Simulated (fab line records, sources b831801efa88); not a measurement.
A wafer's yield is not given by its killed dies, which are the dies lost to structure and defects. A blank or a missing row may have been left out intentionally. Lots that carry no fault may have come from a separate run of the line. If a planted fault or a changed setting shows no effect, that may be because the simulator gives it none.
A struck lot beside a sound one -- flow sky130 -- 34 steps out of a route of 708
Sound: these wafers, L324.1, L324.4, L324.5. Struck: wafers L334.1, L334.3, L334.6. The cause is named last.
Order at every step that has rows: each side's tool, ch and its chambers, its first start. Under that, the readings that differ: sound wafers -- struck wafers -- difference of the means -- sigmas: that difference in standard deviations of wafers without a fault.
alike: words and numbers the same on both sides, and readings whose means are apart by under 2 such deviations; not compared: readings that were withheld, readings missing a value for some wafer, numbers with overlapping values and no deviation given by the record, and bounds like >300 which may hide the same value.
Wherever a step has rows on one side only, a row that says differs or no value, or a row with sigmas, the two part there. Non-overlapping numbers with no deviation appear without sigmas and do not part them. A reading that every wafer of one side lacks parts them only if that side has two wafers or more.

first, 9 steps without rows for these wafers: SKY_RES_XHIGH_IMPLANT_07; SKY_RES_XHIGH_STRIP_08 (strips in O2/N2); SKY_SD_N_DEHYDRATE_00 (time 60 s); SKY_SD_N_HMDS_01 (prime time 60 s); SKY_SD_N_COAT_02 (resist thk 1140 nm); SKY_SD_N_SOFTBAKE_03 (time 60 s); SKY_SD_N_EXPOSE_04 (exposes mask NSDM, target cd 380 nm); SKY_SD_N_PEB_05; SKY_SD_N_DEVELOP_06 (develop time 60 s).
SKY_SD_N_IMPLANT_09:
  sound on implanter-02 ch 0, day 29 18:50; struck on implanter-02 ch 0, day 33 02:31
reading,sound,struck,difference,sigmas
beam-energy-keV,49.999 49.966 50.003,53.105 53.098 53.109,+3.115,+99 or more
model.implant.rp-nm (nm),31.99 31.99 31.99,33.5 33.5 33.5,+1.5,
model.implant.drp-nm (nm),14.11 14.11 14.11,14.76 14.76 14.76,+0.65,
then, 1 step without rows for these wafers: SKY_SD_N_IMPLANT_10.
SKY_SD_N_STRIP_11: strips in O2/N2.
  sound on plasma-asher-03 ch 0,1, day 29 19:08; struck on plasma-asher-03 ch 0,1, day 33 02:49
reading,sound,struck,difference,sigmas
strip-time-to-endpoint-s (s),22.53 22.50 22.55,23.04 23.00 22.97,+0.48,+13
  alike: drypump-motor-current-A, o2-flow-sccm, oes-product-au
  not compared: rf-hours-counter-h
SKY_SD_N_TW_MEAS_12:
  struck on film-metro-02, day 33 02:55; sound on film-metro-04, day 29 19:14
reading,sound,struck,difference,sigmas
SD_N_TW,3930 3935 3948,4020 3991 4018,+72,+4
then, 2 steps without rows for these wafers: SKY_SD_N_CLEAN_13 (cleans in SC1/SC2, time 150 s); SKY_SD_N_RTA_14 (time 2 s).
SKY_SD_N_RS_MEAS_16: a four-point-probe measurement.
  struck on film-metro-03, day 33 03:13; sound on film-metro-02, day 29 19:31
reading,sound,struck,difference,sigmas
SD_N_RS (ohm/sq),68.48 68.48 68.57,66.44 66.33 66.20,-2.19,-20
then, 16 steps without rows for these wafers: SKY_SALICIDE_CLEAN_00 (cleans in HF-last, time 30 s); SKY_LI_CONTACT_HDPCVD_00 (deposits PSG, target thk 930 nm, time 155 s); SKY_LI_CONTACT_CMP_02 (polishes PSG); SKY_LI_CONTACT_DEHYDRATE_04 (time 60 s); SKY_LI_CONTACT_HMDS_05 (prime time 60 s); SKY_LI_CONTACT_COAT_06 (resist thk 60 nm); SKY_LI_CONTACT_COAT_07 (resist thk 450 nm); SKY_LI_CONTACT_SOFTBAKE_08 (time 90 s); SKY_LI_CONTACT_EXPOSE_09 (exposes mask LICM1, target cd 170 nm); SKY_LI_CONTACT_PEB_10; SKY_LI_CONTACT_DEVELOP_11 (develop time 60 s); SKY_LI_CONTACT_ETCH_14 (etches BARC in N2/H2, stops on SiO2, time 45.9 s, target depth 60 nm); SKY_LI_CONTACT_ETCH_15 (etches PSG in C4F8/O2/Ar, stops on Si, target depth 600 nm); SKY_LI_CONTACT_STRIP_16 (strips in O2/N2); SKY_LI_CONTACT_CLEAN_17 (cleans in NMP, time 600 s); SKY_LI_CONTACT_PRE_CLEAN_18 (time 5.6 s).
-- the record jumps here: 6 days lie between the struck wafers' starts before and after (it left off in module LI_CONTACT and takes up again in module VIA1, whose first step shown is number 472 of the route) --
SKY_VIA1_ETCH_14: etches BARC in N2/H2, stops on SiO2, time 45.9 s, target depth 60 nm.
  sound on rie-diel-02 ch 0,1, day 35 19:57; struck on rie-diel-03 ch 0,1,2, day 38 22:19
reading,sound,struck,difference,sigmas
model.VIA1.cd-nm (nm),148.8 146.7 148.5,167.6 167 166.7,+19.1,
  alike: drypump-motor-current-A, oes-product-au, throttle-valve-pct
  not compared: rf-hours-counter-h
-- the record jumps here: 11 days lie between the struck wafers' starts before and after (it left off in module VIA1 and takes up again in module PAD_OPEN, whose first step shown is number 708 of the route) --
SKY_PAD_OPEN_PROBE_99:
  struck on prober-01, day 49 15:13; sound on prober-02, day 47 08:08
reading,sound,struck,difference,sigmas
model.etest.res-ndiff.rs-ohm-sq,120 120.4 119.8,116.5 116.8 117,-3.3,
model.etest.res-ndiff-hv.rs-ohm-sq,113.5 114.5 113.3,110 110.5 110.7,-3,
model.etest.via1-chain.rc-ohm,18.9 17.6 16.73,13.24 13.81 13.7,-4.16,
  alike: killed_at_M0_to_M3, killed_at_M4_up, killed-at-contacts, killed-at-front-end, killed-at-other, killed-dies, killed-open, killed-short

== WHERE THEY PART ==
Earliest at SKY_SD_N_IMPLANT_09; latest, in this record, at SKY_SD_N_RS_MEAS_16. Later steps at which nothing parts them and some readings are alike: SKY_VIA1_ETCH_14, SKY_PAD_OPEN_PROBE_99.

WHY: whatever the simulator had introduced
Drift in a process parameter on implanter-02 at SKY_SD_N_IMPLANT_09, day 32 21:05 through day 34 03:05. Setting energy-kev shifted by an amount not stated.
